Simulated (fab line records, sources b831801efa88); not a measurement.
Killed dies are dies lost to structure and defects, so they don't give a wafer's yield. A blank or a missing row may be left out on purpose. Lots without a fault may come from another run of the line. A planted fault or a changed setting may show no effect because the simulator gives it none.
A struck lot beside a sound one | flow sky130 | 15 steps out of a route of 708
Sound: wafers L481.3, L481.4, L481.5. Struck: wafers L468.1, L468.4, L468.5. The cause comes at the end.
At each step with rows: each side's tool, then ch and its chambers, then its first start. Under that, the readings that differ: sound wafers | struck wafers | difference of the means | sigmas: that difference in standard deviations of wafers without a fault.
alike: readings whose means differ by less than 2 such deviations, and words and numbers that are the same on both sides. not compared: withheld readings, readings that some wafer has no value for, bounds like >300 that may hide the same value, and numbers for which the record gives no deviation and whose values overlap.
The two part at a step that has a row with sigmas, a row that says differs or no value, or rows on one side only. Numbers that don't overlap but have no deviation are shown without sigmas and don't part them. A reading that every wafer of one side lacks parts them only if that side has two wafers or more.

first, 2 steps without rows for these wafers: SKY_VIA2_CLEAN_18 (cleans in IPA, time 180 s); SKY_VIA2_CLEAN_19 (cleans in O3/DIW).
SKY_VIA2_SPUTTER_20: material TiN, target thk 20 nm, time 80 s.
  sound on pvd_sputter-03, day 42 02:32; struck on pvd_sputter-02, day 37 19:06
  alike: throttle_valve_pct
then, 1 step without rows for these wafers: SKY_VIA2_CVD_21 (deposits W, target thk 420 nm, time 126.4 s).
SKY_VIA2_RS_MEAS_22: measures by four-point-probe.
  sound on film_metro-03, day 42 02:46; struck on film_metro-01, day 37 19:17
  alike: VIA2_W_RS
SKY_VIA2_THK_MEAS_23: measures by xrf.
  sound on film_metro-03, day 42 02:52; struck on film_metro-01, day 37 19:25
  alike: VIA2_W_THK
SKY_VIA2_CMP_24: polishes, stops on SiO2, t overpolish 20 s, target thk 0 nm.
  sound on cmp-02 ch 0,1, day 42 02:58; struck on cmp-02 ch 0,1,3, day 37 19:46
  alike: motor_current_A, overpolish_run_s, time_to_endpoint_s
then, 1 step without rows for these wafers: SKY_METAL3_SPUTTER_00 (material Ti, target thk 15 nm, time 10 s).
SKY_METAL3_SPUTTER_01: material TiN, target thk 20 nm, time 16.7 s.
  sound on pvd_sputter-04, day 42 03:14; struck on pvd_sputter-03, day 37 19:59
  alike: throttle_valve_pct
then, 1 step without rows for these wafers: SKY_METAL3_SPUTTER_02 (material AlCu, target thk 735 nm, time 39.1 s).
SKY_METAL3_SPUTTER_03: material Ti, target thk 5 nm, time 3.3 s.
  sound on pvd_sputter-04, day 42 03:17; struck on pvd_sputter-03, day 37 20:04
  alike: throttle_valve_pct
then, 1 step without rows for these wafers: SKY_METAL3_SPUTTER_04 (material TiN, target thk 70 nm, time 58.3 s).
SKY_CAPM_CVD_00: deposits SiO2, target thk 15.5 nm.
  sound on pecvd-03 ch 0,1, day 42 03:22; struck on pecvd-02 ch 1,2, day 37 20:07
  no value came back on the struck wafers for heater_power_outer_w (W), heater_power_w (W), rf_fwd_power_W (W); on the sound wafers heater_power_outer_w (W) reads 554 527 549
SKY_CAPM_SPUTTER_02: material TiN, target thk 200 nm, time 166.7 s.
  sound on pvd_sputter-03, day 42 03:26; struck on pvd_sputter-02, day 37 20:13
  alike: throttle_valve_pct
-- the record jumps here: 9 days lie between the struck wafers' starts before and after (it left off in module CAPM and takes up again in module PAD_OPEN, whose first step shown is number 708 of the route) --
SKY_PAD_OPEN_PROBE_99:
  sound on prober-01, day 50 07:52; struck on prober-02, day 47 01:37
  reading                  | sound          | struck         | difference | sigmas
  defect_limited_yield (%) | 80.5 83.7 82.3 | 0 0 0          | -82        | -48
  killed_at_other          | 1 0 0          | 418 415 416    | +416       | +99 or more
  killed_dies              | 96 80 87       | 492 492 492    | +404       | +48
  killed_on_rim            | 17 16 15       | 96 96 96       | +80        | +22
  sort_bin_5_function (%)  | 12.0 10.0 10.2 | 93.1 92.3 93.5 | +82.2      | +63
  sort_n_pass              | 396 412 405    | 0 0 0          | -404       | -48
  sort_yield_pct (%)       | 80.5 83.7 82.3 | 0 0 0          | -82        | -48
  alike: killed_at_M0_to_M3, killed_at_M4_up, killed_at_contacts, killed_at_front_end, killed_open, killed_short, sort_bin_3_pad_short, sort_bin_6_memory

WHERE THEY PART
First at SKY_CAPM_CVD_00; last, within this record, at SKY_PAD_OPEN_PROBE_99.

WHY: what the simulator had put in
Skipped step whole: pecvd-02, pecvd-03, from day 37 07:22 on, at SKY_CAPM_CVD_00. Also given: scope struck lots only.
